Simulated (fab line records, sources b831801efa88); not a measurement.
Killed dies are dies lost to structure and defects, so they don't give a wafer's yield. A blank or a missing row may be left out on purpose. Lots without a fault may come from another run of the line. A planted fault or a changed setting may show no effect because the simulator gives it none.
Which tool did it? | flow sky130 | 14 lots, 42 wafers sampled, at 2 steps of a route of 708

WHAT THE GAUGES READ, wafer by wafer
SKY_VT_ADJUST_LVTN_OVL_MEAS_18.
lot  | measured     | on         | VT_ADJUST_LVTN_01_OVL (nm)
L296 | day 7 11:35  | overlay-02 | -2.8 -2.1 -1.2
L297 | day 8 00:27  | overlay-01 | -0.7 1.0 0.2
L299 | day 9 03:02  | overlay-02 | -2.2 -3.0 -0.3
L300 | day 9 18:51  | overlay-01 | -1.5 1.3 2.3
L301 | day 9 16:47  | overlay-01 | -1.2 0.9 0.5
L302 | day 9 22:02  | overlay-02 | -0.4 -2.8 -2.0
L303 | day 9 22:53  | overlay-01 | 1.9 2.3 1.6
L304 | day 10 03:05 | overlay-01 | 1.0 -0.8 1.2
L305 | day 10 05:02 | overlay-01 | -0.2 1.3 -1.1
L306 | day 10 15:26 | overlay-01 | 0.0 0.3 0.3
L307 | day 10 18:08 | overlay-01 | -0.3 -2.6 -0.3
L309 | day 11 14:02 | overlay-02 | 3.7 1.0 3.2

WHICH TOOL RAN EACH LOT (tool, then ch and the chambers of the sampled wafers, then the start)
lot  | SKY_NWELL_OXIDATION_01
L296 | furnace-01 ch 0, day 2 11:04
L297 | furnace-01 ch 0, day 2 21:56
L299 | furnace-01 ch 0, day 3 15:59
L300 | furnace-01 ch 0, day 4 01:56
L301 | furnace-01 ch 0, day 4 01:56
L302 | furnace-02 ch 0, day 4 05:06
L303 | furnace-02 ch 0, day 4 05:06
L304 | furnace-02 ch 0, day 4 09:31
L305 | furnace-02 ch 0, day 4 09:31
L306 | furnace-02 ch 0, day 4 18:55
L307 | furnace-02 ch 0, day 4 20:19
L309 | furnace-01 ch 0, day 5 11:38
L310 | furnace-01, day 5 15:56
L311 | furnace-01, day 5 15:56
- SKY_NWELL_OXIDATION_01: stabilise 600 s, purge 300 s, target thk 10 nm.

WHAT THE TOOLS THEMSELVES READ (means of the sampled wafers that have a number; where no wafer has one, the mark that the record gives instead)
SKY_NWELL_OXIDATION_01.
lot  | tool       | ox_temp_c (C) | ox_temp_c_max | zone_power_centre_pct (%)
L296 | furnace-01 | 899.7         | 906.7         | 16.4
L297 | furnace-01 | 900.1         | 907.4         | 16.4
L299 | furnace-01 | 900.1         | 906.2         | 16.4
L300 | furnace-01 | 900.1         | 907.3         | 16.3
L301 | furnace-01 | 900.4         | 906.3         | 16.4
L302 | furnace-02 | 900.1         | 903.8         | 18.6
L303 | furnace-02 | 900.2         | 904.8         | 18.4
L304 | furnace-02 | 899.8         | 904.0         | 18.4
L305 | furnace-02 | 899.7         | 903.2         | 18.4
L306 | furnace-02 | 899.9         | 903.5         | 18.5
L307 | furnace-02 | 900.5         | 904.0         | 18.7
L309 | furnace-01 | 900.1         | 907.2         | 16.3
L310 | furnace-01 | -             | -             | -
L311 | furnace-01 | -             | -             | -

THE ANSWER, worked out from the rows above alone
Rule: what is usual is taken from the lots themselves. Put in order of their means at a reading, lots are off if they are a third of the lots or fewer, leave a main group of 4 or more, and stand apart from it by a gap of 3 or more times the standard deviation of the main group's means; of several such gaps the widest counts. A main group whose means are all the same, to the digits that the tables above print for the reading, isn't used. A lot without any number at a reading at which 4 lots or more have one is off too. The other lots that the step has rows for count as sound. The gauges are gone through in route order, then the tools' own readings, and for those a lot's mean is taken as printed above. The first step at which some lot is off is used, and at that step the reading that is off furthest; a lot without a number counts as furthest.
Off: L310, L311, at SKY_NWELL_OXIDATION_01 (ox_temp_c). Without a number there: L310, L311. The main group: mean 900.1 C, standard deviation 0.24.
A tool fits if, at that step or a process step before it, it ran every lot that is off, and no sound lot after the first of them. One fits: furnace-01 at SKY_NWELL_OXIDATION_01. Its last sound lot is L309 (day 5 11:38), its first lot that is off L310 (day 5 15:56): a fault that began between those two fits.
Blank at SKY_NWELL_OXIDATION_01 on the lots that are off, where sound lots have numbers: ox_temp_c, ox_temp_c_max, zone_power_centre_pct.

WHAT THE SIMULATOR HAD PUT IN
Skipped step whole: furnace-01, from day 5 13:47 on, at SKY_NWELL_OXIDATION_01. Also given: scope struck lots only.
Lots struck among those shown: L310, L311. The rule above found the same.
